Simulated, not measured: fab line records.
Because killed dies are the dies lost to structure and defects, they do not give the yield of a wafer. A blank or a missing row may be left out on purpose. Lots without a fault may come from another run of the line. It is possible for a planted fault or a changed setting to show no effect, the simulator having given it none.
A struck lot beside a sound one    flow sfqLine    15 out of 325 route steps
Sound: the wafers L665.2, L665.4, L665.6. Struck: wafer L679.4 (left out: L679.2, L679.5 of the same lot, which were not struck); the cause appears at the end.
Each step with rows lists, per side, the tool, then ch with its chambers, then its first start. Under that, the readings that differ: sound wafers    struck wafers    difference of the means    sigmas: that difference in standard deviations of wafers without a fault.
alike: readings whose means differ by less than 2 such deviations, and words and numbers that are the same on both sides. not compared: withheld readings, readings that some wafer has no value for, bounds like >300 that may hide the same value, and numbers for which the record gives no deviation and whose values overlap.
Wherever a step has rows on one side only, a row that says differs or no value, or a row with sigmas, the two part there. Non-overlapping numbers with no deviation appear without sigmas and do not part them. A reading that every wafer of one side lacks parts them only if that side has two wafers or more.

first, 1 step without rows for these wafers: SFQ_TRILAYER_M4_STRIP_SOLV_CLEAN_098 (cleans in NMP, time 600 s).
SFQ_TRILAYER_I4_DEP_PECVD_099: deposits SiO2 from SiH4/N2O, time 111.11 s, target thk 500 nm.
  sound on pecvd-04 ch 0,1,2, day 43 06:43; struck on pecvd-04 ch 2, day 49 15:02
  alike: heaterPowerW, throttleValvePct
SFQ_TRILAYER_I4_CMP_CMP_100: polishes SiO2.
  sound on cmp-02 ch 0,3, day 43 06:47; struck on cmp-01 ch 1, day 50 00:07
  alike: motorCurrentA, platenRpm, timeToEndpointS
SFQ_I4_BOW_MEAS_927:
  sound on filmMetro-04 at day 43 09:49; struck on filmMetro-03 at day 50 03:08
  alike: I4_BOW
SFQ_TRILAYER_I4_METRO_MEASURE_101:
  sound on filmMetro-04 at day 43 10:07; struck on filmMetro-03 at day 50 03:26
  alike: thkNm
then, 6 steps without rows for these wafers: SFQ_TRILAYER_I4_VIA_LITHO_COAT_108 (resist thk 62 nm); SFQ_TRILAYER_I4_VIA_LITHO_COAT_103 (resist thk 650 nm); SFQ_TRILAYER_I4_VIA_LITHO_SOFTBAKE_107; SFQ_TRILAYER_I4_VIA_LITHO_EXPOSE_104 (exposes mask I4, target cd 700 nm); SFQ_TRILAYER_I4_VIA_LITHO_PEB_106 (peb time 60 s); SFQ_TRILAYER_I4_VIA_LITHO_DEVELOP_105 (time 60 s).
-- the record jumps here: 5 days lie between the struck wafers' starts before and after --
SFQ_I4_OVL_MEAS_928:
  sound on overlay-01 at day 49 10:26; struck on overlay-01 at day 55 11:05
reading      sound  struck  difference  sigmas
I4_OVL (nm)  6 4 3  -11     -15         -3
SFQ_TRILAYER_I4_VIA_BARC_OPEN_VIA_ETCH_146: etches BARC in O2, target depth 125 nm, time 41.7 s.
  sound on rieDiel-04 ch 2,3, day 49 10:28; struck on rieDiel-03 ch 0, day 55 11:07
reading                                                 sound              struck  difference  sigmas
oesProductAu (a.u.)                                     0.688 0.679 0.681  0.823   +0.140      +32
runLengthS (s)                                          70.3 69.7 70.2     60.4    -9.7        -22
model.KrF_of_TRILAYER_I4_VIA_LITHO_COAT_103.thkNm (nm)  574.9 574 573.9    582.9   +8.6        
  alike: drypumpMotorCurrentA
  not compared: rfHoursCounterH
SFQ_TRILAYER_I4_VIA_ETCH_VIA_ETCH_106: etches SiO2 in CHF3, stops on Nb, target depth 260 nm.
  sound on rieDiel-04 ch 2,3, day 49 10:31; struck on rieDiel-03 ch 0, day 55 11:10
reading                                                 sound            struck  difference  sigmas
model.KrF_of_TRILAYER_I4_VIA_LITHO_COAT_103.thkNm (nm)  529.9 529 529.1  538.4   +9.1        
  alike: drypumpMotorCurrentA, oesProductAu
SFQ_TRILAYER_I4_VIA_STRIP_STRIP_107: strips in O2.
  sound on rieMetal-02 ch 0,1, day 49 10:37; struck on rieMetal-02 ch 1, day 55 11:16
  alike: drypumpMotorCurrentA, oesProductAu, platenTempC
  not compared: rfHoursCounterH

## WHERE THEY PART
First at SFQ_I4_OVL_MEAS_928; last, within this record, at SFQ_TRILAYER_I4_VIA_BARC_OPEN_VIA_ETCH_146. Later steps at which nothing parts them and some readings are alike: SFQ_TRILAYER_I4_VIA_ETCH_VIA_ETCH_106, SFQ_TRILAYER_I4_VIA_STRIP_STRIP_107.

WHY: the cause the simulator had injected
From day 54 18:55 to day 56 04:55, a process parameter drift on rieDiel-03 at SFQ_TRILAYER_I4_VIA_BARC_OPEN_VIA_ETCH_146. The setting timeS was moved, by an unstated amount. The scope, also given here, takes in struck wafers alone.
